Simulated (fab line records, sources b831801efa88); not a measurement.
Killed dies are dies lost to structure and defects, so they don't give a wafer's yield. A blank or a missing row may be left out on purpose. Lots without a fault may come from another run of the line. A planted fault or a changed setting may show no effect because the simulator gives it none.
A struck lot beside a sound one | flow sky130 | 16 steps out of a route of 708
Sound: wafers L699.2, L699.5, L699.6. Struck: wafer L711.3. (L711.2, L711.6 of the same lot were not struck and are left out.) The cause comes at the end.
At each step with rows: each side's tool, then ch and its chambers, then its first start. Under that, the readings that differ: sound wafers | struck wafers | difference of the means | sigmas: that difference in standard deviations of wafers without a fault.
alike: readings whose means differ by less than 2 such deviations, and words and numbers that are the same on both sides. not compared: withheld readings, readings that some wafer has no value for, bounds like >300 that may hide the same value, and numbers for which the record gives no deviation and whose values overlap.
The two part at a step that has a row with sigmas, a row that says differs or no value, or rows on one side only. Numbers that don't overlap but have no deviation are shown without sigmas and don't part them. A reading that every wafer of one side lacks parts them only if that side has two wafers or more.

SKY_VIA3_BOW_MEAS_03:
  sound on film_metro-04, day 40 01:57; struck on film_metro-02, day 43 07:38
  alike: VIA3_BOW
then, 8 steps without rows for these wafers: SKY_VIA3_DEHYDRATE_04 (time 60 s); SKY_VIA3_HMDS_05 (prime time 60 s); SKY_VIA3_COAT_06 (resist thk 60 nm); SKY_VIA3_COAT_07 (resist thk 450 nm); SKY_VIA3_SOFTBAKE_08 (time 90 s); SKY_VIA3_EXPOSE_09 (exposes mask VIM3, target cd 200 nm); SKY_VIA3_PEB_10; SKY_VIA3_DEVELOP_11 (develop time 60 s).
SKY_VIA3_CD_MEAS_12: target cd 200 nm.
  sound on cd_sem-02, day 41 01:40; struck on cd_sem-02, day 44 06:58
  alike: cd_nm
SKY_VIA3_OVL_MEAS_13:
  sound on overlay-02, day 41 01:46; struck on overlay-02, day 44 07:05
  alike: VIA3_OVL
SKY_VIA3_ETCH_14: etches BARC in N2/H2, stops on SiO2, time 45.9 s, target depth 60 nm.
  sound on rie_diel-01 ch 0,3, day 41 01:48; struck on rie_diel-02 ch 3, day 44 07:07
  reading          | sound          | struck | difference | sigmas
  run_length_s (s) | 74.3 73.7 73.9 | 75.2   | +1.2       | +3
  alike: drypump_motor_current_A, oes_product_au, throttle_valve_pct
  not compared: rf_hours_counter_h
SKY_VIA3_ETCH_15: etches SiO2 in C4F8/O2/Ar, stops on TiN, target depth 507 nm, time 78 s.
  sound on rie_diel-01 ch 0,3, day 41 01:50; struck on rie_diel-02 ch 3, day 44 07:09
  reading                                     | sound             | struck | difference | sigmas
  oes_product_au (a.u.)                       | 0.955 0.944 0.943 | 1.007  | +0.060     | +13
  run_length_s (s)                            | 106.2 105.7 106.2 | 94.7   | -11.3      | -25
  model.VIA3.feature_depth_nm (nm)            | 465.4 465.7 464.9 | 428.9  | -36.4      |
  model.etch.depth_nm (nm)                    | 465.4 465.7 464.9 | 428.9  | -36.4      |
  model.KrF-thick_of_VIA3_COAT_07.thk_nm (nm) | 288.2 290.1 287.1 | 308.5  | +20.0      |
  not compared: rf_hours_counter_h
SKY_VIA3_STRIP_16: strips in O2/N2.
  sound on plasma_asher-03 ch 0,1, day 41 01:54; struck on plasma_asher-01 ch 0, day 44 07:13
  reading                      | sound             | struck | difference | sigmas
  drypump_motor_current_A (A)  | 5.5 6.1 5.5       | 6.7    | +1.0       | +2
  strip_time_to_endpoint_s (s) | 4.110 4.109 4.086 | 4.311  | +0.209     | +10
  alike: oes_product_au
  not compared: rf_hours_counter_h
then, 1 step without rows for these wafers: SKY_VIA3_STRIP_17 (strips in post etch residue remover, time 1200 s).
-- the record jumps here: 5 days lie between the struck wafers' starts before and after (it left off in module VIA3 and takes up again in module PAD_OPEN, whose first step shown is number 708 of the route) --
SKY_PAD_OPEN_PROBE_99:
  sound on prober-02, day 47 00:46; struck on prober-02, day 49 14:05
  reading                                 | sound             | struck | difference | sigmas
  model.etest.tester.sort_n_pass          | 401 414 415       | 1      | -409       |
  model.etest.tester.sort_yield_pct (%)   | 81.5 84.15 84.35  | 0.2033 | -83.1300   |
  model.etest.tester.sort_bin_5_pct (%)   | 11.59 10.16 8.943 | 91.87  | +81.64     |
  model.etest.sram_nfet_pass.under_floor  | 0 0 0             | 1      | +1         |
  model.etest.cap_thick_oxide.under_floor | 0 0 0             | 1      | +1         |
  model.etest.pfet_01v8.under_floor       | 0 0 0             | 1      | +1         |
  model.etest.res_poly.open               | 0 0 0             | 1      | +1         |
  model.etest.res_pdiff.open              | 0 0 0             | 1      | +1         |
  alike: defect_limited_yield, killed_at_M0_to_M3, killed_at_M4_up, killed_at_contacts, killed_at_front_end, killed_at_other, killed_dies, killed_open, killed_short

WHERE THEY PART
First at SKY_VIA3_ETCH_14; last, within this record, at SKY_VIA3_STRIP_16. Later steps at which nothing parts them and some readings are alike: SKY_PAD_OPEN_PROBE_99.

WHY: what the simulator had put in
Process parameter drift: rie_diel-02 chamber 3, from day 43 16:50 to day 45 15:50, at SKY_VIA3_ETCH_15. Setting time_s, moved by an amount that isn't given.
